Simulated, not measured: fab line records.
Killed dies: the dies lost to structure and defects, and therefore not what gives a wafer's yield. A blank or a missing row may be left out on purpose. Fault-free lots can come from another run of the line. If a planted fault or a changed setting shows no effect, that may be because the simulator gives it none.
fab line records | flow sky130
[record] lots = 6 wafers = 18 last_day = 50
route steps=708 shown VIA1@467 PAD_OPEN@708
lots untouched by any fault: they come from a run of this same line in which no faults occurred
start_h: hours from the record's first day to the start of the lot's first wafer shown | wait_h: hours since the lot's step before | " as in the row above | L1.1+2: several wafers, shown together as one row | - either no value or no given start | * or withheld: withheld | < > ~ a bound
route shown NAME@n: a module of which the file shows steps, and the number in the route of the first | usual: average and standard deviation across the fault-free wafers | same: alike in all rows | chamber/n: place in a boat | sites: each site's reading | _std_site: the standard deviation of these | _edge_site: outer sites' mean less inner sites' | radius_mm: how far each site lies from the wafer's centre | mask NAME#n: copy n | behind: tool/chamber where the wafer was last shaped | hold: the reason the lot was held/the length of the hold in hours/how it ended | device: the n, p or np transistor that did not switch | end of line: tests run on the same wafers once the route is complete | a step without rows: its recipe alone | killed: count of dies lost to structure and defects at first sort (not the wafer's yield) | map: per-die view of a wafer (x killed, . not killed, _ where there is no die)
set.NAME: the setting as run; set.NAME@STEP: as run at that earlier step | model.NAME: the simulator's own value behind a step, which no gauge read
lots at some steps of the route; a table a step, a row a wafer
services: from which hour (start_h, from the record's first day; less than 0 if before it) a tool's chamber was out of use, for how many hours, and why
[[steps]]
[step SKY_VIA1_EXPOSE_09]
[recipe] mask_id = VIM na = 0.8 source_shape = annular sigma_inner = 0.55 sigma_outer = 0.85 target_cd_nm = 150 dose_mj = 38
[step SKY_VIA1_PEB_10]
[recipe] peb_temp_c = withheld peb_time_s = withheld resist = KrF-thick
[step SKY_VIA1_DEVELOP_11]
[recipe] develop_time_s = 60 resist = KrF-thick dev_temp_c = 21
[step SKY_VIA1_CD_MEAS_12]
[recipe] target_cd_nm = 150
[usual] cd_nm = 150.1/1.5
// columns lot.wafer tool chamber start_h wait_h cd_nm
L252.3 cd_sem-02 - 779.39 - 151.1
L252.4 " - " " 150.0
L252.5 " - " " 151.4
L254.2 cd_sem-02 - 803.32 - 149.2
L254.3 " - " " 148.4
L254.4 " - " " 148.2
L265.1 cd_sem-02 - 888.40 - 149.5
L265.4 " - " " 151.5
L265.5 " - " " 151.9
L267.2 cd_sem-01 - 900.82 - 151.2
L267.4 " - " " 149.2
L267.6 " - " " 150.7
L272.3 cd_sem-02 - 953.14 - 149.9
L272.4 " - " " 149.0
L272.5 " - " " 149.3
L274.1 cd_sem-02 - 957.43 - 148.9
L274.3 " - " " 145.7
L274.6 " - " " 148.2
[step SKY_VIA1_OVL_MEAS_13]
[usual] VIA1_OVL = -1/5.4
// columns lot.wafer tool chamber start_h wait_h VIA1_OVL[nm]
L252.3 overlay-01 - 779.48 0.1 -1
L252.4 " - " " -3
L252.5 " - " " -1
L254.2 overlay-01 - 803.43 0.1 1
L254.3 " - " " -4
L254.4 " - " " -1
L265.1 overlay-02 - 888.52 0.1 -5
L265.4 " - " " -2
L265.5 " - " " -4
L267.2 overlay-01 - 900.92 0.1 -1
L267.4 " - " " 2
L267.6 " - " " 2
L272.3 overlay-02 - 953.23 0.1 -9
L272.4 " - " " 1
L272.5 " - " " -5
L274.1 overlay-01 - 957.55 0.1 5
L274.3 " - " " -4
L274.6 " - " " -5
[step SKY_VIA1_ETCH_14]
[recipe] chemistry = N2/H2 target = BARC ion_energy_ev = 200 source_w = 500 bias_w = 100 pressure_mtorr = 30 n2_flow_sccm = 100 h2_flow_sccm = 200 stop_on = SiO2 time_s = 45.9 target_depth_a = 600
[usual] chamber_pressure_mTorr = 30.00/0.033 drypump_motor_current_A = 5.6/0.44 oes_product_au = 0.855/0.0045 throttle_valve_pct = 13.224/0.0091
// columns lot.wafer tool chamber start_h wait_h chamber_pressure_mTorr drypump_motor_current_A oes_product_au rf_hours_counter_h throttle_valve_pct
L252.3 rie_diel-03 2 779.51 0.0 30.00 5.3 0.850 2 13.221
L252.4 " 0 " " 30.01 5.2 0.853 18 13.204
L252.5 " 1 " " 29.94 5.0 0.856 - 13.221
L254.2 rie_diel-01 1 803.46 0.0 29.96 5.6 0.856 27 13.242
L254.3 " 1 " " 30.01 5.6 0.855 - 13.217
L254.4 " 2 " " 30.02 5.8 0.860 - 13.214
L265.1 rie_diel-02 2 888.55 0.0 30.02 5.7 0.862 3 13.227
L265.4 " 3 " " 29.98 4.8 0.859 0 13.221
L265.5 " 1 " " 29.99 5.4 0.853 - 13.237
L267.2 rie_diel-01 2 900.95 0.0 30.03 5.8 0.857 10 13.226
L267.4 " 1 " " 30.00 5.6 0.855 0 13.224
L267.6 " 2 " " 30.05 5.8 0.860 - 13.231
L272.3 rie_diel-03 0 953.26 0.0 30.00 5.3 0.855 22 13.242
L272.4 " 2 " " 29.95 5.4 0.848 8 13.218
L272.5 " 3 " " 29.97 5.9 0.852 - 13.217
L274.1 rie_diel-03 3 957.58 0.0 30.02 5.9 0.854 17 13.226
L274.3 " 0 " " 30.01 5.3 0.864 22 13.216
L274.6 " 0 " " 29.98 5.3 0.853 - 13.224
[step SKY_VIA1_ETCH_15]
[recipe] target = SiO2 chemistry = C4F8/O2/Ar target_depth_nm = 351 stop_on = TiN mask_material = KrF-thick source_w = 1500 bias_w = 1200 pressure_mtorr = 40 c4f8_flow_sccm = withheld O2_flow_sccm = 6 Ar_flow_sccm = 300 time_s = 54
[usual] chamber_pressure_mTorr = 40.00/0.043 oes_product_au = 0.982/0.0061
// columns lot.wafer tool chamber start_h wait_h chamber_pressure_mTorr oes_product_au rf_hours_counter_h
L252.3 rie_diel-03 2 779.55 0.0 39.99 0.982 3
L252.4 " 0 " " 40.00 0.974 18
L252.5 " 1 " " 40.07 0.996 -
L254.2 rie_diel-01 1 803.52 0.0 40.02 0.981 27
L254.3 " 1 " " 40.04 0.986 -
L254.4 " 2 " " 40.00 0.981 -
L265.1 rie_diel-02 2 888.60 0.0 39.99 0.984 3
L265.4 " 3 " " 40.04 0.988 0
L265.5 " 1 " " 40.05 0.981 -
L267.2 rie_diel-01 2 901.00 0.0 40.01 0.982 10
L267.4 " 1 " " 40.05 0.967 0
L267.6 " 2 " " 39.94 0.977 -
L272.3 rie_diel-03 0 953.30 0.0 40.01 0.978 22
L272.4 " 2 " " 39.97 0.985 8
L272.5 " 3 " " 39.93 0.982 -
L274.1 rie_diel-03 3 957.63 0.0 39.98 0.978 17
L274.3 " 0 " " 40.02 0.982 22
L274.6 " 0 " " 40.03 0.988 -
[step SKY_VIA1_STRIP_16]
[recipe] chemistry = O2/N2 power_w = 1400 pressure_mtorr = 1500 platen_temp_c = withheld o2_flow_sccm = 3000 n2_flow_sccm = 300 overash_fraction = 0.5
[usual] chamber_pressure_mTorr = 1499.9/1.3 drypump_motor_current_A = 5.32/0.25 oes_product_au = 0.416/0.0049 strip_time_to_endpoint_s = 4.455/0.029
[same] overash_fraction = 0.5
// columns lot.wafer tool chamber start_h wait_h chamber_pressure_mTorr drypump_motor_current_A oes_product_au rf_hours_counter_h strip_time_to_endpoint_s
L252.3 plasma_asher-03 1 779.63 0.1 1501.2 5.16 0.408 - 4.460
L252.4 " 0 " " 1499.6 5.68 0.414 - 4.485
L252.5 " 0 " " 1501.7 5.67 0.418 - 4.445
L254.2 plasma_asher-02 1 803.59 0.0 1501.4 5.22 0.419 69 4.471
L254.3 " 1 " " 1498.7 5.22 0.410 - 4.448
L254.4 " 0 " " 1496.2 5.43 0.421 - 4.474
L265.1 plasma_asher-02 0 888.64 0.0 1499.0 5.44 0.404 78 4.443
L265.4 " 0 " " 1499.2 5.42 0.420 - 4.433
L265.5 " 0 " " 1497.8 5.43 0.408 - 4.490
L267.2 plasma_asher-02 0 901.04 0.0 1500.1 5.43 0.410 79 4.484
L267.4 " 1 " " 1500.0 5.21 0.419 - 4.468
L267.6 " 1 " " 1499.4 5.23 0.410 - 4.453
L272.3 plasma_asher-03 1 953.38 0.1 1499.1 5.17 0.416 - 4.484
L272.4 " 0 " " 1500.1 5.67 0.418 - 4.424
L272.5 " 1 " " 1500.7 5.19 0.415 - 4.450
L274.1 plasma_asher-02 1 957.67 0.0 1499.5 5.20 0.415 84 4.441
L274.3 " 1 " " 1500.0 5.23 0.416 - 4.466
L274.6 " 0 " " 1499.9 5.42 0.410 - 4.462
[step SKY_VIA1_STRIP_17]
[recipe] chemistry = post_etch_residue_remover time_s = 1200 temp_c = 72.5
[step SKY_VIA1_CLEAN_18]
[recipe] chemistry = IPA time_s = 180 temp_c = 25
[step SKY_VIA1_CLEAN_19]
[recipe] chemistry = O3/DIW dry = n2_spin
[step SKY_VIA1_SPUTTER_20]
[recipe] material = TiN target_thk_nm = 20 chamber_pressure_pa = 5 power_w = 4000 time_s = 80
[usual] throttle_valve_pct = 29.7/1
// columns lot.wafer tool chamber start_h wait_h throttle_valve_pct
L252.3 pvd_sputter-01 - 780.19 0.0 30.4
L252.4 " - " " 30.2
L252.5 " - " " 30.3
L254.2 pvd_sputter-01 - 804.19 0.0 30.4
L254.3 " - " " 29.9
L254.4 " - " " 28.7
L265.1 pvd_sputter-04 - 889.27 0.0 27.9
L265.4 " - " " 31.0
L265.5 " - " " 27.7
L267.2 pvd_sputter-01 - 901.67 0.0 30.0
L267.4 " - " " 28.5
L267.6 " - " " 30.0
L272.3 pvd_sputter-01 - 953.97 0.0 28.6
L272.4 " - " " 30.0
L272.5 " - " " 29.7
L274.1 pvd_sputter-01 - 958.29 0.0 28.7
L274.3 " - " " 30.3
L274.6 " - " " 30.0
[step SKY_VIA1_CVD_21]
[recipe] material = W target_thk_nm = 270 time_s = 80.902 temp_c = 400 pressure_torr = 40
[usual] heater_power_w = 820/93 susceptor_temp_C = 400.02/0.23
// columns lot.wafer tool chamber start_h wait_h heater_power_w susceptor_temp_C model.W_of_VIA1_CVD_21.thk_nm
L252.3 cvd_w-01 1 780.28 0.1 703 400.17 269.4
L252.4 " 0 " " 927 399.71 267.5
L252.5 " 1 " " 716 400.27 270.5
L254.2 cvd_w-02 0 804.25 0.0 789 400.18 271.3
L254.3 " 1 " " 809 400.05 271
L254.4 " 0 " " 829 400.35 271.7
L265.1 cvd_w-02 0 889.34 0.0 840 399.95 212.2
L265.4 " 0 " " 804 400.12 209.8
L265.5 " 1 " " 829 400.21 270.7
L267.2 cvd_w-02 1 901.74 0.0 827 400.02 271.5
L267.4 " 0 " " 823 399.97 215.1
L267.6 " 0 " " 813 400.38 211.4
L272.3 cvd_w-01 0 954.06 0.1 956 399.63 270.5
L272.4 " 1 " " 716 400.30 265.6
L272.5 " 0 " " 943 399.86 268.2
L274.1 cvd_w-02 1 958.36 0.0 749 400.04 268
L274.3 " 0 " " 775 399.90 273.5
L274.6 " 0 " " 791 400.11 273
[step SKY_VIA1_RS_MEAS_22]
[recipe] thk_meas_gauge = four-point-probe reads = W_of_VIA1_CVD_21+TiN_of_VIA1_SPUTTER_20
[usual] VIA1_W_RS = 0.425/0.0048
// columns lot.wafer tool chamber start_h wait_h VIA1_W_RS[ohm/sq]
L252.3 film_metro-03 - 780.38 0.1 0.427
L252.4 " - " " 0.431
L252.5 " - " " 0.426
L254.2 film_metro-01 - 804.36 0.1 0.423
L254.3 " - " " 0.424
L254.4 " - " " 0.425
L265.1 film_metro-03 - 889.43 0.1 0.545
L265.4 " - " " 0.552
L265.5 " - " " 0.425
L267.2 film_metro-03 - 901.85 0.1 0.424
L267.4 " - " " 0.538
L267.6 " - " " 0.548
L272.3 film_metro-03 - 954.16 0.1 0.426
L272.4 " - " " 0.434
L272.5 " - " " 0.429
L274.1 film_metro-02 - 958.45 0.1 0.429
L274.3 " - " " 0.421
L274.6 " - " " 0.422
[step SKY_VIA1_THK_MEAS_23]
[recipe] thk_meas_gauge = xrf reads = W_of_VIA1_CVD_21
[usual] VIA1_W_THK = 271/3.1
// columns lot.wafer tool chamber start_h wait_h VIA1_W_THK[nm]
L252.3 film_metro-03 - 780.48 0.1 269
L252.4 " - " " 267
L252.5 " - " " 270
L254.2 film_metro-01 - 804.47 0.1 270
L254.3 " - " " 271
L254.4 " - " " 273
L265.1 film_metro-03 - 889.55 0.1 212
L265.4 " - " " 208
L265.5 " - " " 270
L267.2 film_metro-03 - 901.96 0.1 271
L267.4 " - " " 215
L267.6 " - " " 211
L272.3 film_metro-03 - 954.26 0.1 271
L272.4 " - " " 266
L272.5 " - " " 269
L274.1 film_metro-02 - 958.57 0.1 267
L274.3 " - " " 272
L274.6 " - " " 271
[step SKY_VIA1_CMP_24]
[recipe] stop_on = SiO2 t_overpolish_s = 15 down_force_psi = 3.5 platen_rpm = 60 target_thk_nm = 0 pad_velocity_m_s = 0.94248
[usual] edge_zone_pressure_frac = 1.000/0.0051 motor_current_A = 11.0/1 time_to_endpoint_s = 64/4.9
// columns lot.wafer tool chamber start_h wait_h edge_zone_pressure_frac motor_current_A time_to_endpoint_s
L252.3 cmp-02 1 780.57 0.1 0.990 10.5 65
L252.4 " 3 " " 1.004 10.1 57
L252.5 " 1 " " 0.994 11.4 59
L254.3 cmp-02 2 804.52 0.0 1.004 10.9 55
L254.2 " 0 " " 0.991 11.7 61
L254.4 " 1 " " 1.001 10.5 61
L265.1 cmp-01 3 889.61 0.1 0.997 12.7 60
L265.4 " 2 " " 0.993 11.8 49
L265.5 " 3 " " 1.005 12.7 70
L267.4 cmp-01 0 902.06 0.1 0.996 11.2 56
L267.2 " 1 " " 1.004 10.1 63
L267.6 " 3 " " 0.998 14.1 58
L272.4 cmp-02 1 954.56 0.3 1.002 10.8 65
L272.3 " 2 " " 0.999 9.7 59
L272.5 " 1 " " 0.998 10.3 65
L274.1 cmp-02 1 958.97 0.4 0.998 10.5 63
L274.3 " 3 " " 1.004 9.3 60
L274.6 " 0 " " 0.997 12.0 66
[step SKY_PAD_OPEN_PROBE_99]
[usual] defect_limited_yield = 82.5/2 killed_at_M0_to_M3 = 44/7.1 killed_at_M4_up = 3.1/1.8 killed_at_contacts = 24/5.3 killed_at_front_end = 15/4.5 killed_at_other = 0.2/0.42 killed_dies = 86/9.6 killed_open = 46/6.9 killed_short = 40/6.4 sort_bin_3_pad_short = 0.8/0.36 sort_bin_5_function = 10.3/1.3 sort_bin_6_memory = 6.4/1.2 sort_n_pass = 406/9.6 sort_yield_pct = 82.5/2
[same] gross_dies = 492 killed_at_back_side = 0 sort_bin_4_leakage[%] = 0 sort_bin_8_speed[%] = 0
// columns lot.wafer tool chamber start_h wait_h defect_limited_yield[%] killed_at_M0_to_M3 killed_at_M4_up killed_at_contacts killed_at_front_end killed_at_other killed_dies killed_open killed_short sort_bin_3_pad_short[%] sort_bin_5_function[%] sort_bin_6_memory[%] sort_n_pass sort_yield_pct[%]
L252.3 prober-01 - 1067.22 0.2 85.2 38 2 24 9 0 73 35 38 0.4 9.1 5.3 419 85.2
L252.4 prober-01 - 1067.27 0.2 85.2 41 3 19 10 0 73 45 28 0.8 8.5 5.5 419 85.2
L252.5 prober-01 - 1067.32 0.2 85.8 35 5 14 16 0 70 35 35 0.8 7.7 5.7 422 85.8
L254.2 prober-01 - 1083.29 0.1 79.7 47 4 28 21 0 100 59 41 0.6 11.2 8.5 392 79.7
L254.3 prober-01 - 1083.34 0.2 81.7 46 2 34 8 0 90 61 29 0.2 10.2 7.9 402 81.7
L254.4 prober-01 - 1083.39 0.2 81.9 41 7 27 14 0 89 44 45 0.8 11.2 6.1 403 81.9
L265.1 prober-01 - 1148.83 0.1 83.1 45 2 21 14 1 83 44 39 0.8 10.6 5.5 409 83.1
L265.4 prober-01 - 1148.98 0.2 83.9 42 3 16 18 0 79 43 36 0.6 8.7 6.7 413 83.9
L265.5 prober-01 - 1149.03 0.2 86.4 33 1 17 15 1 67 35 32 0.6 7.7 5.3 425 86.4
L267.2 prober-02 - 1157.72 0.1 77.4 61 3 28 19 0 111 59 52 2.2 11.6 8.7 381 77.4
L267.4 prober-02 - 1157.82 0.2 84.6 43 1 20 12 0 76 35 41 0.8 10.0 4.7 416 84.6
L267.6 prober-02 - 1157.92 0.2 81.9 47 3 26 13 0 89 47 42 1.0 10.4 6.7 403 81.9
L272.3 prober-02 - 1195.12 0.2 83.5 44 3 21 13 0 81 45 36 0.2 10.0 6.3 411 83.5
L272.4 prober-02 - 1195.17 0.2 82.7 45 2 23 15 0 85 49 36 0.6 8.9 7.7 407 82.7
L272.5 prober-02 - 1195.22 0.2 81.7 52 2 28 7 1 90 56 34 0.6 10.8 6.9 402 81.7
L274.1 prober-02 - 1196.92 0.1 80.7 45 4 25 21 0 95 45 50 0.8 10.4 8.1 397 80.7
L274.3 prober-02 - 1197.02 0.2 81.7 49 3 29 8 1 90 47 43 1.0 10.6 6.7 402 81.7
L274.6 prober-02 - 1197.17 0.2 79.9 53 3 18 25 0 99 53 46 0.8 12.2 7.1 393 79.9
// killed by level:class
L252.3 CONTACT:geometric_particle:open=8 VIA2:geometric_particle:open=7 VIA1:geometric_particle:open=6 CONTACT:geometric_particle:short=5 METAL1:geometric_particle:short=4 LI_CONTACT:geometric_particle:short=4 LI_CONTACT:geometric_particle:open=4 METAL2:geometric_particle:short=4
L252.4 VIA2:geometric_particle:open=13 VIA1:geometric_particle:open=9 CONTACT:geometric_particle:open=7 LI_CONTACT:geometric_particle:open=5 VIA2:geometric_particle:short=5 METAL2:geometric_particle:short=4 FIELD_ISO:geometric_particle:short=3 LI_CONTACT:geometric_particle:short=3
L252.5 FIELD_ISO:geometric_particle:short=8 METAL2:geometric_particle:short=8 CONTACT:geometric_particle:open=6 VIA1:geometric_particle:open=6 VIA2:geometric_particle:open=6 LOCAL_INTERCONNECT:geometric_particle:short=4 METAL4:geometric_particle:short=4 POLY_GATE:geometric_particle:open=3
L254.2 VIA1:geometric_particle:open=15 CONTACT:geometric_particle:open=12 POLY_GATE:geometric_particle:open=7 VIA2:geometric_particle:open=7 FIELD_ISO:geometric_particle:open=5 CONTACT:geometric_particle:short=5 VIA2:geometric_particle:short=5 VIA1:geometric_particle:short=5
L254.3 VIA1:geometric_particle:open=19 CONTACT:geometric_particle:open=16 LI_CONTACT:geometric_particle:open=7 CONTACT:geometric_particle:short=6 VIA1:geometric_particle:short=5 VIA2:geometric_particle:open=5 VIA3:geometric_particle:open=5 LOCAL_INTERCONNECT:geometric_particle:short=4
L254.4 CONTACT:geometric_particle:open=10 VIA1:geometric_particle:open=10 LI_CONTACT:geometric_particle:open=9 POLY_GATE:geometric_particle:short=6 METAL1:geometric_particle:short=6 METAL2:geometric_particle:short=6 METAL4:geometric_particle:short=5 FIELD_ISO:geometric_particle:short=4
L265.1 CONTACT:geometric_particle:open=9 VIA1:geometric_particle:open=9 VIA1:geometric_particle:short=8 LI_CONTACT:geometric_particle:open=6 METAL2:geometric_particle:short=6 FIELD_ISO:geometric_particle:open=4 POLY_GATE:geometric_particle:open=4 METAL1:geometric_particle:short=4
L265.4 VIA1:geometric_particle:open=9 FIELD_ISO:geometric_particle:open=6 LI_CONTACT:geometric_particle:open=6 CONTACT:geometric_particle:open=5 VIA1:geometric_particle:short=5 VIA3:geometric_particle:open=5 FIELD_ISO:geometric_particle:short=4 METAL1:geometric_particle:short=4
L265.5 VIA1:geometric_particle:open=7 CONTACT:geometric_particle:open=6 LI_CONTACT:geometric_particle:open=6 POLY_GATE:geometric_particle:short=5 VIA1:geometric_particle:short=5 VIA2:geometric_particle:open=4 VIA3:geometric_particle:open=4 FIELD_ISO:geometric_particle:open=3
L267.2 VIA1:geometric_particle:open=19 LI_CONTACT:geometric_particle:open=13 METAL2:geometric_particle:short=11 VIA1:geometric_particle:short=7 FIELD_ISO:geometric_particle:open=6 LI_CONTACT:geometric_particle:short=6 CONTACT:geometric_particle:open=6 VIA2:geometric_particle:open=5
L267.4 CONTACT:geometric_particle:open=9 METAL1:geometric_particle:short=8 VIA1:geometric_particle:short=8 VIA1:geometric_particle:open=6 VIA3:geometric_particle:open=6 VIA2:geometric_particle:open=5 FIELD_ISO:geometric_particle:short=4 LI_CONTACT:geometric_particle:open=4
L267.6 VIA1:geometric_particle:open=12 LI_CONTACT:geometric_particle:open=10 CONTACT:geometric_particle:open=9 METAL1:geometric_particle:short=9 VIA1:geometric_particle:short=6 VIA2:geometric_particle:open=5 VIA2:geometric_particle:short=4 VIA3:geometric_particle:open=4
L272.3 VIA1:geometric_particle:open=10 LI_CONTACT:geometric_particle:open=8 METAL2:geometric_particle:short=7 VIA2:geometric_particle:open=6 CONTACT:geometric_particle:open=6 VIA3:geometric_particle:open=6 METAL3:geometric_particle:short=5 FIELD_ISO:geometric_particle:short=4
L272.4 LI_CONTACT:geometric_particle:open=9 METAL1:geometric_particle:short=9 VIA1:geometric_particle:open=9 VIA3:geometric_particle:open=8 CONTACT:geometric_particle:open=6 VIA2:geometric_particle:open=5 FIELD_ISO:geometric_particle:short=4 FIELD_ISO:geometric_particle:open=4
L272.5 VIA1:geometric_particle:open=18 LI_CONTACT:geometric_particle:open=11 CONTACT:geometric_particle:open=8 LOCAL_INTERCONNECT:geometric_particle:short=6 VIA1:geometric_particle:short=6 VIA2:geometric_particle:open=6 METAL1:geometric_particle:short=5 METAL2:geometric_particle:short=4
L274.1 VIA1:geometric_particle:open=10 VIA2:geometric_particle:open=9 CONTACT:geometric_particle:short=7 FIELD_ISO:geometric_particle:short=6 LI_CONTACT:geometric_particle:open=6 CONTACT:geometric_particle:open=6 METAL1:geometric_particle:short=6 POLY_GATE:geometric_particle:open=5
L274.3 LI_CONTACT:geometric_particle:open=10 METAL1:geometric_particle:short=8 CONTACT:geometric_particle:open=7 VIA2:geometric_particle:open=7 LOCAL_INTERCONNECT:geometric_particle:short=6 METAL2:geometric_particle:short=6 VIA3:geometric_particle:open=6 VIA1:geometric_particle:short=5
L274.6 VIA1:geometric_particle:open=14 VIA2:geometric_particle:open=10 VIA3:geometric_particle:open=8 FIELD_ISO:geometric_particle:short=6 LOCAL_INTERCONNECT:geometric_particle:short=6 CONTACT:geometric_particle:short=5 POLY_GATE:geometric_particle:short=4 SPACER:geometric_particle:short=4
[[services]]
// columns tool chamber start_h hours kind
rie_diel-01 0 774.52 14.2 repair
rie_diel-01 3 801.01 4.5 repair
cmp-01 - 808.40 0.9 repair
pvd_sputter-01 - 825.82 1.7 repair
plasma_asher-02 - 828.09 0.5 repair
rie_diel-01 3 836.54 10.0 repair
cmp-01 - 838.76 1.9 repair
cvd_w-02 0 857.65 3.9 repair
cmp-02 - 863.31 6.6 pm
rie_diel-03 0 871.30 28.3 repair
rie_diel-02 3 876.15 10.9 repair
cvd_w-02 - 904.00 14.0 pm
cmp-01 - 912.00 4.0 pm
rie_diel-02 - 913.52 2.8 pm
cmp-01 - 914.24 1.6 repair
cvd_w-01 0 917.89 2.3 repair
pvd_sputter-01 - 919.96 1.9 repair
cmp-02 - 929.78 1.1 repair
pvd_sputter-04 - 930.91 3.5 repair
rie_diel-02 3 936.69 11.4 repair
pvd_sputter-04 - 941.33 2.2 repair
cmp-01 - 950.98 5.6 repair
cmp-02 - 951.52 1.5 repair
cmp-01 - 958.30 6.8 pm
[[key]]
[first_sign] step = SKY_VIA1_RS_MEAS_22 reading = VIA1_W_RS direction = up sigmas = 25 usual = 0.425 struck = 0.546
[effect] step = SKY_VIA1_THK_MEAS_23 reading = VIA1_W_THK direction = down sigmas = 19 usual = 271 struck = 212
[model_effect] step = SKY_VIA1_CVD_21 value = W_of_VIA1_CVD_21.thk_nm without = 272.6 struck = 212.1
met_at SKY_VIA1_CVD_21
struck_wafers L265.1,L265.4,L267.4,L267.6
onset_between 804.25 889.34
[fault] kind = process_parameter_drift tool = cvd_w-02 chamber = 0 onset_h = 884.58 steps = SKY_VIA1_CVD_21 channel = target_thk_nm offset = -60.509 shape = step end_h = 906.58 acts_in = these_recipes_only stated = 270
